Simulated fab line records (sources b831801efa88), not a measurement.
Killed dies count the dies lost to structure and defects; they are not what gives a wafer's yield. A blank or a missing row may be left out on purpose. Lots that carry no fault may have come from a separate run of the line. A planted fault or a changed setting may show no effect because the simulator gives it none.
fab line records	flow sfq_line
record lots=6	wafers=17	last_day=91
route steps=325 shown I4@170 JJ@178 M5@198 A5B@209 R5@225
lots that met no fault: taken from a fault-free run of the same line
start_h: hours from the record's first day to the start of the lot's first wafer shown	wait_h: hours elapsed since this lot's preceding step	" the same as in the row above	L1.1+2: one row covering several wafers at once	- no value present, or no start provided	* or withheld: withheld	< > ~ a bound
route shown NAME@n: NAME is a module with steps in the file, n the number in the route of the first one	usual: mean and standard deviation over wafers with no fault	same: alike in all rows	chamber/n: place in a boat	sites: per-site readings	_std_site: standard deviation across them	_edge_site: mean of outer sites minus mean of inner sites	radius_mm: for every site, how far away it sits from the centre of the wafer	mask NAME#n: copy n	behind: the tool/chamber that last shaped the wafer	hold: why the lot was held/for how many hours/how that ended	device: the transistor (n, p or np) that didn't switch	end of line: the tests these same wafers got at the end of their route	a step with no rows: only its recipe	killed: dies lost to structure and defects at the first sort, not the wafer's yield	map: the dies of a wafer, with x for killed, . for not killed, _ for no die there
set.NAME: the setting that was run; set.NAME@STEP: the one run at that earlier step	model.NAME: the simulator's own value behind a step, which no gauge read
lots at selected steps of the route; one table per step, one row per wafer
services: from which hour (start_h, from the record's first day; less than 0 if before it) a tool's chamber was out of use, for how many hours, and why
## steps
# step SFQ_TRILAYER_I4_VIA_LITHO_EXPOSE_104
# recipe mask_id=I4	na=0.6	source_shape=conventional	sigma_outer=0.65	target_cd_nm=700	dose_mj=21.3
# step SFQ_TRILAYER_I4_VIA_LITHO_PEB_106
# recipe peb_temp_c=115	peb_time_s=60	resist=KrF
# step SFQ_TRILAYER_I4_VIA_LITHO_DEVELOP_105
# recipe time_s=60	resist=KrF
# step SFQ_I4_OVL_MEAS_928
# usual I4_OVL=2/5
lot.wafer	tool	chamber	start_h	wait_h	I4_OVL[nm]
L634.3	overlay-02	-	1022.56	0.1	5
L634.4	"	-	"	"	3
L634.5	"	-	"	"	9
L637.1	overlay-01	-	1205.05	0.1	-1
L637.3	"	-	"	"	4
L637.4	"	-	"	"	2
L647.1	overlay-02	-	1280.78	0.1	-2
L647.2	"	-	"	"	0
L647.4	"	-	"	"	0
L649.2	overlay-02	-	1297.34	0.1	-4
L649.6	"	-	"	"	2
L655.1	overlay-01	-	1347.98	0.1	7
L655.4	"	-	"	"	9
L655.5	"	-	"	"	7
L657.3	overlay-01	-	1370.79	0.1	-7
L657.5	"	-	"	"	-1
L657.6	"	-	"	"	-1
# step SFQ_TRILAYER_I4_VIA_BARC_OPEN_VIA_ETCH_146
# recipe mask_material=PR	chemistry=O2	target_depth_nm=125	target=BARC	source_w=500	bias_w=80	pressure_mtorr=30	time_s=41.7
# step SFQ_TRILAYER_I4_VIA_ETCH_VIA_ETCH_106
# recipe target=SiO2	stop_on=Nb	mask_material=PR	taper_deg=20	chemistry=CHF3	target_depth_nm=260	source_w=500	bias_w=80	pressure_mtorr=30	time_s=withheld
# step SFQ_TRILAYER_I4_VIA_STRIP_STRIP_107
# recipe gas=O2	power_w=200	platen_temp_c=40	overash_fraction=0.65	chemistry=O2	pressure_mtorr=50
# usual drypump_motor_current_A=5.4/0.5	oes_product_au=1.001/0.01
lot.wafer	tool	chamber	start_h	wait_h	drypump_motor_current_A	oes_product_au	rf_hours_counter_h
L634.3	rie_metal-02	1	1022.93	-	4.8	1.008	-
L634.4	"	0	"	"	5.8	1.010	-
L634.5	"	0	"	"	5.8	1.000	-
L637.1	rie_metal-02	0	1205.24	-	5.8	1.004	66
L637.3	"	0	"	"	5.8	1.003	-
L637.4	"	1	"	"	4.8	0.989	-
L647.1	rie_metal-02	0	1280.97	-	5.8	1.026	77
L647.2	"	1	"	"	4.8	1.003	27
L647.4	"	0	"	"	5.8	1.018	-
L649.2	rie_metal-02	0	1297.52	-	5.8	1.006	81
L649.6	"	0	"	"	5.8	1.006	-
L655.1	rie_metal-04	0	1348.17	-	5.0	1.000	51
L655.4	"	1	"	"	6.2	0.989	-
L655.5	"	1	"	"	6.2	0.986	-
L657.3	rie_metal-03	1	1371.17	-	4.9	0.998	-
L657.5	"	0	"	"	5.7	1.004	-
L657.6	"	1	"	"	4.9	0.986	-
# step SFQ_TRILAYER_I4_VIA_STRIP_SOLV_CLEAN_108
# recipe chemistry=NMP	temp_c=70	time_s=600
# step SFQ_TRILAYER_JJ_TRILAYER_DEP_PRE_CLEAN_113
# recipe gas=Ar	time_s=22.5	bias_v=250
# step SFQ_TRILAYER_JJ_TRILAYER_DEP_SPUTTER_109
# recipe material=Nb	base_pressure_pa=1.33e-06	chamber_pressure_pa=0.1333	substrate_temp_c=20	target_thk_nm=150	power_w=2000	time_s=100
# step SFQ_TRILAYER_JJ_TRILAYER_DEP_SPUTTER_110
# recipe material=Al	base_pressure_pa=1.33e-06	target_thk_nm=8	power_w=500	time_s=10	chamber_pressure_pa=0.4
# step SFQ_TRILAYER_JJ_TRILAYER_DEP_AL_OXIDATION_111
# recipe pressure_mbar=0.014667	oxidation_time_s=600	temperature_k=293
# step SFQ_TRILAYER_JJ_TRILAYER_DEP_SPUTTER_112
# recipe material=Nb	base_pressure_pa=1.33e-06	chamber_pressure_pa=0.1333	substrate_temp_c=20	target_thk_nm=170	power_w=2000	time_s=113.3
# usual cathode_dc_power_W=2000.0/0.37	throttle_valve_pct=29.2/0.68
lot.wafer	tool	chamber	start_h	wait_h	cathode_dc_power_W	throttle_valve_pct	model.Nb_of_TRILAYER_JJ_TRILAYER_DEP_SPUTTER_112.thk_nm
L634.3	pvd_sputter-04	-	1024.63	0.5	2000.6	27.8	169.4
L634.4	"	-	"	"	1999.8	29.0	170.7
L634.5	"	-	"	"	2000.0	30.3	172.4
L637.1	pvd_sputter-06	-	1207.14	0.5	2000.6	29.8	168.1
L637.3	"	-	"	"	2000.2	28.9	170
L637.4	"	-	"	"	1999.7	29.4	171.6
L647.1	pvd_sputter-06	-	1282.86	0.5	1999.6	29.2	173
L647.2	"	-	"	"	1999.9	28.8	184.7
L647.4	"	-	"	"	2000.0	29.6	183.9
L649.2	pvd_sputter-06	-	1299.42	0.5	2000.3	29.9	183.9
L649.6	"	-	"	"	1999.4	28.8	185.5
L655.1	pvd_sputter-03	-	1350.24	0.5	2000.4	29.3	169.3
L655.4	"	-	"	"	2000.1	29.7	167
L655.5	"	-	"	"	2000.1	29.6	167.7
L657.3	pvd_sputter-04	-	1372.87	0.5	1999.9	30.2	171.2
L657.5	"	-	"	"	2000.0	28.7	172.5
L657.6	"	-	"	"	2000.5	29.6	168.5
# step SFQ_JJ_RS_MEAS_929
# recipe thk_meas_gauge=four-point-probe	reads=Nb_of_TRILAYER_JJ_TRILAYER_DEP_SPUTTER_112
# usual JJ_NB_RS=1.050/0.01
lot.wafer	tool	chamber	start_h	wait_h	JJ_NB_RS[ohm/sq]
L634.3	film_metro-01	-	1024.75	0.1	1.055
L634.4	"	-	"	"	1.043
L634.5	"	-	"	"	1.032
L637.1	film_metro-01	-	1207.22	0.0	1.060
L637.3	"	-	"	"	1.048
L637.4	"	-	"	"	1.040
L647.1	film_metro-01	-	1282.94	0.0	1.029
L647.2	"	-	"	"	0.963
L647.4	"	-	"	"	0.966
L649.2	film_metro-02	-	1299.52	0.1	0.970
L649.6	"	-	"	"	0.961
L655.1	film_metro-04	-	1350.32	0.0	1.051
L655.4	"	-	"	"	1.068
L655.5	"	-	"	"	1.064
L657.3	film_metro-01	-	1372.99	0.1	1.039
L657.5	"	-	"	"	1.031
L657.6	"	-	"	"	1.055
# step SFQ_TRILAYER_JJ_CE_LITHO_COAT_119
# recipe resist=BARC	spin_rpm=3000	resist_thk_nm=62
# step SFQ_TRILAYER_JJ_CE_LITHO_COAT_114
# recipe resist=KrF	spin_rpm=3000	resist_thk_nm=600
# step SFQ_TRILAYER_JJ_CE_LITHO_SOFTBAKE_118
# recipe temp_c=withheld	time_s=withheld	resist=KrF
# step SFQ_TRILAYER_JJ_CE_LITHO_EXPOSE_115
# recipe mask_id=J5	na=0.6	source_shape=conventional	sigma_outer=0.65	target_cd_nm=700	dose_mj=14.4
# step SFQ_TRILAYER_JJ_CE_LITHO_PEB_117
# recipe peb_temp_c=115	peb_time_s=60	resist=KrF
# step SFQ_TRILAYER_JJ_CE_LITHO_DEVELOP_116
# recipe time_s=60	resist=KrF
# step SFQ_JJ_OVL_MEAS_931
# usual J5_OVL=0/4.4
lot.wafer	tool	chamber	start_h	wait_h	J5_OVL[nm]
L634.3	overlay-01	-	1178.41	0.1	-1
L634.4	"	-	"	"	-2
L634.5	"	-	"	"	-8
L637.1	overlay-01	-	1209.65	0.1	4
L637.3	"	-	"	"	-5
L637.4	"	-	"	"	-1
L647.1	overlay-01	-	1428.38	0.1	-3
L647.2	"	-	"	"	-3
L647.4	"	-	"	"	2
L649.2	overlay-02	-	1447.71	0.1	2
L649.6	"	-	"	"	1
L655.1	overlay-01	-	1504.27	0.1	1
L655.4	"	-	"	"	-1
L655.5	"	-	"	"	-4
L657.3	overlay-01	-	1524.68	0.1	-1
L657.5	"	-	"	"	-8
L657.6	"	-	"	"	-3
# step SFQ_TRILAYER_JJ_CE_METRO_MEASURE_117
# step SFQ_TRILAYER_JJ_CE_BARC_OPEN_RIE_150
# recipe mask_material=PR	chemistry=O2	target_depth_nm=240	target=BARC	icp_w=600	bias_w=80	pressure_mtorr=10	time_s=80
# step SFQ_TRILAYER_JJ_CE_ETCH_RIE_118
# recipe target=Nb	stop_on=Al2O3	mask_material=PR	taper_deg=13.257	over_etch_frac=0.15	time_s=97.7	chemistry=SF6	target_depth_nm=170	icp_w=600	bias_w=80	pressure_mtorr=10
# usual bias_w=80.01/0.26	drypump_motor_current_A=5.4/0.49	oes_product_au=0.987/0.0073
lot.wafer	tool	chamber	start_h	wait_h	bias_w	drypump_motor_current_A	oes_product_au	rf_hours_counter_h
L634.3	rie_metal-02	0	1179.77	0.1	80.28	5.8	0.986	-
L634.4	"	1	"	"	80.28	4.8	0.983	-
L634.5	"	1	"	"	80.13	4.8	0.980	-
L637.1	rie_metal-04	0	1210.98	0.1	79.84	5.0	0.981	36
L637.3	"	0	"	"	80.27	5.1	0.994	-
L637.4	"	1	"	"	80.58	6.2	0.981	-
L647.1	rie_metal-04	0	1429.71	0.1	80.06	5.0	0.999	58
L647.2	"	1	"	"	79.76	6.1	1.011	23
L647.4	"	0	"	"	79.96	5.0	1.010	-
L649.2	rie_metal-04	0	1449.03	0.1	79.91	5.0	1.001	60
L649.6	"	1	"	"	79.76	6.2	0.997	-
L655.1	rie_metal-02	1	1505.60	0.1	80.37	4.8	0.975	54
L655.4	"	0	"	"	80.31	5.8	0.988	-
L655.5	"	1	"	"	80.45	4.8	0.980	-
L657.3	rie_metal-01	0	1526.03	0.1	80.22	5.8	0.988	-
L657.5	"	1	"	"	80.38	5.0	0.984	-
L657.6	"	0	"	"	80.49	5.9	0.984	-
# step SFQ_TRILAYER_JJ_ANODIZE_ANODIZE_119
# recipe current_density_ma_cm2=withheld	end_current_density_ma_cm2=withheld	bath_temp_c=withheld
# step SFQ_TRILAYER_JJ_CE_STRIP_STRIP_120
# recipe gas=O2	power_w=200	platen_temp_c=40	overash_fraction=0.65	chemistry=O2	pressure_mtorr=50
# usual drypump_motor_current_A=5.4/0.48	oes_product_au=0.999/0.01
lot.wafer	tool	chamber	start_h	wait_h	drypump_motor_current_A	oes_product_au	rf_hours_counter_h
L634.3	rie_metal-01	1	1180.58	0.2	5.0	1.000	-
L634.4	"	0	"	"	5.8	1.005	-
L634.5	"	0	"	"	5.8	1.021	-
L637.1	rie_metal-01	0	1211.58	0.0	5.9	0.998	35
L637.3	"	1	"	"	5.0	0.986	-
L637.4	"	0	"	"	5.9	1.003	-
L647.1	rie_metal-02	1	1430.32	0.0	4.8	0.991	44
L647.2	"	0	"	"	5.8	1.000	99
L647.4	"	0	"	"	5.8	1.000	-
L649.2	rie_metal-01	1	1449.64	0.0	5.0	0.983	52
L649.6	"	0	"	"	5.8	1.004	-
L655.1	rie_metal-01	0	1506.21	0.0	5.8	1.015	70
L655.4	"	1	"	"	5.0	0.991	-
L655.5	"	0	"	"	5.8	1.010	-
L657.3	rie_metal-02	0	1526.81	0.2	5.8	1.008	-
L657.5	"	1	"	"	4.8	0.999	-
L657.6	"	0	"	"	5.8	1.019	-
# step SFQ_TRILAYER_JJ_CE_STRIP_SOLV_CLEAN_121
# recipe chemistry=NMP	temp_c=70	time_s=600
# step SFQ_TRILAYER_M5_LITHO_COAT_128
# recipe resist=BARC	spin_rpm=3000	resist_thk_nm=62
# step SFQ_TRILAYER_M5_LITHO_COAT_123
# recipe resist=KrF	spin_rpm=3000	resist_thk_nm=600
# step SFQ_TRILAYER_M5_LITHO_SOFTBAKE_127
# recipe temp_c=withheld	time_s=withheld	resist=KrF
# step SFQ_TRILAYER_M5_LITHO_EXPOSE_124
# recipe mask_id=M5	na=0.6	source_shape=conventional	sigma_outer=0.65	target_cd_nm=700	dose_mj=14.4
# step SFQ_TRILAYER_M5_LITHO_PEB_126
# recipe peb_temp_c=115	peb_time_s=60	resist=KrF
# step SFQ_TRILAYER_M5_LITHO_DEVELOP_125
# recipe time_s=60	resist=KrF
# step SFQ_M5_OVL_MEAS_932
# usual M5_OVL=-2/5.8
lot.wafer	tool	chamber	start_h	wait_h	M5_OVL[nm]
L634.3	overlay-02	-	1316.67	0.1	-7
L634.4	"	-	"	"	3
L634.5	"	-	"	"	-2
L637.1	overlay-02	-	1356.38	0.1	-7
L637.3	"	-	"	"	-2
L637.4	"	-	"	"	-5
L647.1	overlay-01	-	1433.34	0.1	-4
L647.2	"	-	"	"	-1
L647.4	"	-	"	"	-1
L649.2	overlay-01	-	1454.83	0.1	-17
L649.6	"	-	"	"	-8
L655.1	overlay-01	-	1639.12	0.1	-2
L655.4	"	-	"	"	2
L655.5	"	-	"	"	-1
L657.3	overlay-01	-	1667.01	0.1	2
L657.5	"	-	"	"	2
L657.6	"	-	"	"	2
# step SFQ_TRILAYER_M5_BARC_OPEN_METAL_ETCH_161
# recipe mask_material=PR	chemistry=O2	target_depth_nm=125	target=BARC	icp_w=600	bias_w=80	pressure_mtorr=10	time_s=41.7
# usual bias_w=80.00/0.24	drypump_motor_current_A=5.3/0.42	oes_product_au=0.686/0.0046
lot.wafer	tool	chamber	start_h	wait_h	bias_w	drypump_motor_current_A	oes_product_au	rf_hours_counter_h
L634.3	rie_metal-01	0	1316.71	0.0	79.60	5.8	0.680	-
L634.4	"	1	"	"	79.83	5.0	0.686	-
L634.5	"	0	"	"	79.82	5.8	0.682	-
L637.1	rie_metal-01	1	1356.42	0.0	80.09	5.0	0.678	40
L637.3	"	1	"	"	80.42	5.0	0.683	-
L637.4	"	0	"	"	79.96	5.8	0.688	-
L647.1	rie_metal-03	1	1433.38	0.0	79.73	4.9	0.689	125
L647.2	"	0	"	"	79.85	5.6	0.676	113
L647.4	"	0	"	"	79.96	5.7	0.686	-
L649.2	rie_metal-03	0	1454.88	0.0	79.60	5.6	0.684	-
L649.6	"	0	"	"	79.83	5.6	0.688	-
L655.1	rie_metal-01	1	1639.15	0.0	80.35	5.0	0.693	80
L655.4	"	1	"	"	80.29	5.0	0.682	-
L655.5	"	1	"	"	80.43	5.0	0.688	-
L657.3	rie_metal-02	1	1667.07	0.1	79.91	4.8	0.686	-
L657.5	"	1	"	"	80.36	4.8	0.682	-
L657.6	"	1	"	"	80.22	4.8	0.686	-
# step SFQ_TRILAYER_M5_ETCH_METAL_ETCH_126
# recipe target=Nb	stop_on=SiO2	mask_material=PR	over_etch_frac=0.15	time_s=203.2	chemistry=Cl2/BCl3	target_depth_nm=265	icp_w=600	bias_w=80	pressure_mtorr=10
# usual bias_w=80.01/0.24	drypump_motor_current_A=5.3/0.42	oes_product_au=0.728/0.0056
lot.wafer	tool	chamber	start_h	wait_h	bias_w	drypump_motor_current_A	oes_product_au	rf_hours_counter_h
L634.3	rie_metal-01	0	1316.82	0.1	79.93	5.8	0.734	-
L634.4	"	1	"	"	80.06	5.0	0.735	-
L634.5	"	0	"	"	79.66	5.8	0.732	-
L637.1	rie_metal-01	1	1356.48	0.0	80.08	5.0	0.720	40
L637.3	"	1	"	"	80.02	5.0	0.729	-
L637.4	"	0	"	"	80.06	5.8	0.730	-
L647.1	rie_metal-03	1	1433.44	0.0	79.72	4.9	0.734	125
L647.2	"	0	"	"	79.76	5.7	0.719	113
L647.4	"	0	"	"	79.94	5.7	0.726	-
L649.2	rie_metal-03	0	1455.04	0.1	79.97	5.6	0.724	-
L649.6	"	0	"	"	80.11	5.6	0.735	-
L655.1	rie_metal-01	1	1639.27	0.1	80.51	5.0	0.723	80
L655.4	"	1	"	"	79.93	5.0	0.729	-
L655.5	"	1	"	"	80.67	5.0	0.724	-
L657.3	rie_metal-02	1	1667.28	0.2	80.00	4.8	0.730	-
L657.5	"	1	"	"	79.87	4.8	0.738	-
L657.6	"	1	"	"	79.98	4.8	0.728	-
# step SFQ_TRILAYER_M5_STRIP_STRIP_127
# recipe gas=O2	power_w=200	platen_temp_c=40	overash_fraction=0.65	chemistry=O2	pressure_mtorr=50
# step SFQ_TRILAYER_M5_STRIP_SOLV_CLEAN_128
# recipe chemistry=NMP	temp_c=70	time_s=600
# step SFQ_TRILAYER_A5B_DEP_PECVD_129
# recipe material=SiO2	temp_c=150	time_s=133.33	pressure_torr=2.4	rf_w=183.3	precursor=SiH4/N2O	target_thk_nm=600
# step SFQ_TRILAYER_A5B_CMP_CMP_130
# recipe stop_on=Nb	down_force_psi=3	platen_rpm=60	target_thk_nm=340.7
# step SFQ_TRILAYER_A5B_METRO_MEASURE_131
# step SFQ_TRILAYER_R5_ETCH_METAL_ETCH_139
# recipe stop_on=SiO2	mask_material=PR	chemistry=Cl2	target_depth_nm=60	icp_w=600	bias_w=80	pressure_mtorr=10	time_s=40
# usual bias_w=80.00/0.26	drypump_motor_current_A=5.4/0.48	oes_product_au=0.991/0.0059
lot.wafer	tool	chamber	start_h	wait_h	bias_w	drypump_motor_current_A	oes_product_au	rf_hours_counter_h	model.Nb_of_TRILAYER_JJ_TRILAYER_DEP_SPUTTER_112.thk_nm
L634.3	rie_metal-03	1	1480.26	0.0	80.16	4.9	0.984	-	159.5
L634.4	"	0	"	"	80.14	5.6	0.996	-	160.7
L634.5	"	1	"	"	79.96	4.9	0.989	-	162.5
L637.1	rie_metal-03	0	1513.97	0.0	80.48	5.6	0.994	1	158
L637.3	"	0	"	"	80.13	5.6	0.991	-	160
L637.4	"	1	"	"	80.02	4.9	0.995	-	161.6
L647.1	rie_metal-03	1	1587.17	0.0	80.37	4.9	0.977	14	163.2
L647.2	"	0	"	"	79.72	5.6	0.990	10	174.7
L647.4	"	1	"	"	80.47	4.9	0.974	-	174.2
L649.2	rie_metal-01	1	1599.17	0.0	80.18	5.0	1.000	71	173.9
L649.6	"	1	"	"	80.41	5.0	0.987	-	175.5
L655.1	rie_metal-01	0	1648.52	0.0	79.85	5.8	0.996	84	159.2
L655.4	"	1	"	"	79.80	5.0	0.992	-	157
L655.5	"	0	"	"	80.19	5.8	0.992	-	157.6
L657.3	rie_metal-04	1	1675.97	0.0	80.03	6.2	0.990	-	161.2
L657.5	"	1	"	"	80.32	6.2	0.988	-	162.5
L657.6	"	0	"	"	79.92	5.0	0.993	-	158.5
## services
tool	chamber	start_h	hours	kind
rie_metal-01	-	1004.31	0.3	repair
rie_metal-04	0	1126.82	15.7	repair
rie_metal-03	-	1140.67	1.4	pm
rie_metal-01	1	1148.61	3.9	repair
rie_metal-02	0	1149.82	14.0	repair
rie_metal-01	0	1171.11	2.8	repair
rie_metal-02	-	1206.26	0.6	repair
rie_metal-01	-	1209.65	1.4	pm
rie_metal-01	0	1246.55	4.4	repair
rie_metal-03	-	1257.89	1.5	repair
rie_metal-01	-	1272.46	0.3	repair
rie_metal-04	-	1276.77	15.6	pm
rie_metal-02	1	1284.58	5.0	repair
rie_metal-02	1	1315.02	5.8	repair
rie_metal-04	-	1352.83	28.1	pm
rie_metal-03	1	1441.72	19.1	repair
rie_metal-02	-	1479.87	2.8	pm
rie_metal-02	-	1496.50	0.5	repair
rie_metal-01	-	1517.06	2.8	pm
rie_metal-01	0	1577.70	3.8	repair
rie_metal-02	-	1624.69	14.6	pm
rie_metal-01	0	1624.73	22.1	repair
rie_metal-03	-	1627.91	14.6	pm
rie_metal-01	0	1651.97	2.0	repair
## key
first_sign step=SFQ_JJ_RS_MEAS_929	reading=JJ_NB_RS	direction=down	sigmas=8.3	usual=1.050	struck=0.965
effect none on later readings
model_effect step=SFQ_TRILAYER_JJ_TRILAYER_DEP_SPUTTER_112	value=Nb_of_TRILAYER_JJ_TRILAYER_DEP_SPUTTER_112.thk_nm	without=171.1	struck=184.5
model_effect step=SFQ_TRILAYER_R5_ETCH_METAL_ETCH_139	value=Nb_of_TRILAYER_JJ_TRILAYER_DEP_SPUTTER_112.thk_nm	without=161.2	struck=174.6
met_at SFQ_TRILAYER_JJ_TRILAYER_DEP_SPUTTER_112
struck_wafers L647.2,L647.4,L649.2,L649.6
onset_between 1207.14 1282.86
fault kind=process_parameter_drift	tool=pvd_sputter-06	chamber=-	onset_h=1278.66	steps=SFQ_TRILAYER_JJ_TRILAYER_DEP_SPUTTER_112	channel=time_s	offset=*	shape=step	end_h=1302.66	scope=struck_wafers_only	acts_in=*	stated=*
